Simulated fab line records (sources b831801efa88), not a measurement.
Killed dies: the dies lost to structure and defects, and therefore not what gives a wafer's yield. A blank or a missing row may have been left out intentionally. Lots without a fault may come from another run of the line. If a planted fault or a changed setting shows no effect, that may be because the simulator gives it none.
Code-filled problem report in 8D (eight disciplines) form / flow gf180mcu / the parts of the form that need people (team, actions taken, sign-off) are left out

## 1. PROBLEM STATEMENT
beamEnergyKeV at GF_LVPWELL_IMPLANT_09 reads a mean of 55.738 on 9 wafers of 3 lots; wafers without a fault read 60.002 with a standard deviation of 0.017. So: -99 or more standard deviations from the usual mean.
Seen first at day 5 16:21 on implanter-04, wafer L796.3. At this step, 21 wafers from 7 lots have a number in the record. Rule for "out", or "out of limits": more than 4 standard deviations from the usual mean. Any other wafer with a number is counted as sound.

## 2. WHAT IT IS, WHAT IT ISN'T
question=which readings at this step | is=beamEnergyKeV | is not=-
question=which lots | is=L796, L797, L800 | is not=L792, L805, L809, L812
question=which wafers of those lots | is=all that have a number | is not=-
question=read on which tools | is=implanter-04 | is not=implanter-02, implanter-03
question=when | is=from day 5 16:21 | is not=up to then (3 sound wafers); but 9 sound wafers of L805, L809, L812 came after

## 3. WHAT RULES OUT EACH SUSPECT
Counting: a tool at any process step up to the reading remains a suspect when it ran all the lots that are out and ran no sound lot after the first of those.
- plasmaAsher-03 at GF_NWELL_STRIP_10 (strips in O2/N2): ruled out as a lasting fault. After its first lot that is out, L796 (day 5 02:10), sound lots L812 ran on it.
- implanter-04 at GF_LVPWELL_IMPLANT_09: ruled out as a lasting fault. After its first lot that is out, L796 (day 5 16:21), sound lots L812 ran on it.
Left after counting: nothing in the record.

## 4. THE CAUSE (what the simulator had put in)
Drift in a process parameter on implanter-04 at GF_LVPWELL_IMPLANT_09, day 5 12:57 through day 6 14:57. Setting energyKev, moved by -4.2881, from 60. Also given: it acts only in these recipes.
Counting ruled it out, wrongly.

## 5. SEQUENCE OF EFFECTS, ordered by route
Each row: a reading where the mean over the struck wafers with a number is more than 3 standard deviations away from the usual. Only readings whose record carries a usual standard deviation are examined. hours: median over the lots of the time between each lot's start at the first step of this table that gives one and its start at this step. sigmas: the change, counted in usual standard deviations.
hours=0; step=GF_LVPWELL_IMPLANT_09; reading=beamEnergyKeV; usual=60.002; on struck wafers=55.738; change=-4.264; sigmas=-99 or more
It contains these process steps:
- GF_LVPWELL_IMPLANT_09

## 6. WHAT WOULD HAVE CAUGHT IT SOONER
First out-of-limits reading in this record: day 5 16:21, which is 3 hours after fault onset at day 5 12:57.
